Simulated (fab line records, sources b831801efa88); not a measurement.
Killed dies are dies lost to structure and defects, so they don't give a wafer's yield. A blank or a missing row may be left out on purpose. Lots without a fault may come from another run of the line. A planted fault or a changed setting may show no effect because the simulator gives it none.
Problem report in the 8D (eight disciplines) form, filled by code | flow gf180mcu | the parts of the form that need people (team, actions taken, sign-off) are left out

1. THE PROBLEM
bias_w at GF_POLY_GATE_ETCH_13 reads a mean of 89.13 W on 9 wafers of 3 lots; wafers without a fault read 100.00 W with a standard deviation of 0.3. That is -36 standard deviations from the usual mean.
The step: etches poly-Si in HBr/Cl2, stops on SiO2, target depth 198.5 nm, time 69.6 s.
First seen on wafer L384.3, day 13 05:42, on rie_si-01. The record holds 42 wafers of 14 lots with a number at this step. Rule for "out", or "out of limits": more than 4 standard deviations from the usual mean. The other wafers with a number count as sound.

2. WHAT IT IS AND WHAT IT IS NOT
question                    | is                     | is not
which readings at this step | bias_w                 | drypump_motor_current_A, throttle_valve_pct
which lots                  | L384, L386, L390       | L371, L372, L375, L376, L377, L378, L380, L382, L389, L392, L394
which wafers of those lots  | all that have a number | -
read on which tools         | rie_si-01              | rie_si-02
when                        | from day 13 05:42      | up to then (24 sound wafers); but 9 sound wafers of L389, L392, L394 came after

3. SUSPECTS, AND WHAT RULES EACH OUT
Counting: a tool at a process step up to the reading stays a suspect if it ran every lot that is out and no sound lot after the first of them.
- rie_si-01 at GF_POLY_GATE_ETCH_13 (etches poly-Si in HBr/Cl2, stops on SiO2, target depth 198.5 nm, time 69.6 s): kept. It ran every lot that is out, first L384 (day 13 05:42), and no sound lot after that; its last sound lot up to then is L382 (day 12 19:43). Its own readings are out on those wafers: bias_w.
Left after counting: rie_si-01 at GF_POLY_GATE_ETCH_13.

4. THE CAUSE (what the simulator had put in)
Process parameter drift: rie_si-01, from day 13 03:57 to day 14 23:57, at GF_POLY_GATE_ETCH_13. Setting bias_w, moved by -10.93, from 100. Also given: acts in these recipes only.
Counting left only this tool.

5. THE CHAIN OF EFFECTS, in route order
Each row: a reading whose mean over the struck wafers that have a number lies more than 3 standard deviations from the usual. Only readings for which the record gives a usual standard deviation are gone through. hours: the time from each lot's start at the first step in this table that gives one to its start at this step, as a median over the lots. sigmas: the change in usual standard deviations.
hours | step                 | reading | usual    | on struck wafers | change | sigmas
0     | GF_POLY_GATE_ETCH_13 | bias_w  | 100.00 W | 89.13            | -10.87 | -36
The process steps in it:
- GF_POLY_GATE_ETCH_13: etches poly-Si in HBr/Cl2, stops on SiO2, target depth 198.5 nm, time 69.6 s.

6. WHAT WOULD HAVE CAUGHT IT SOONER
In this record the first reading out of limits was taken at day 13 05:42, 2 hours after the fault began at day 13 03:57.
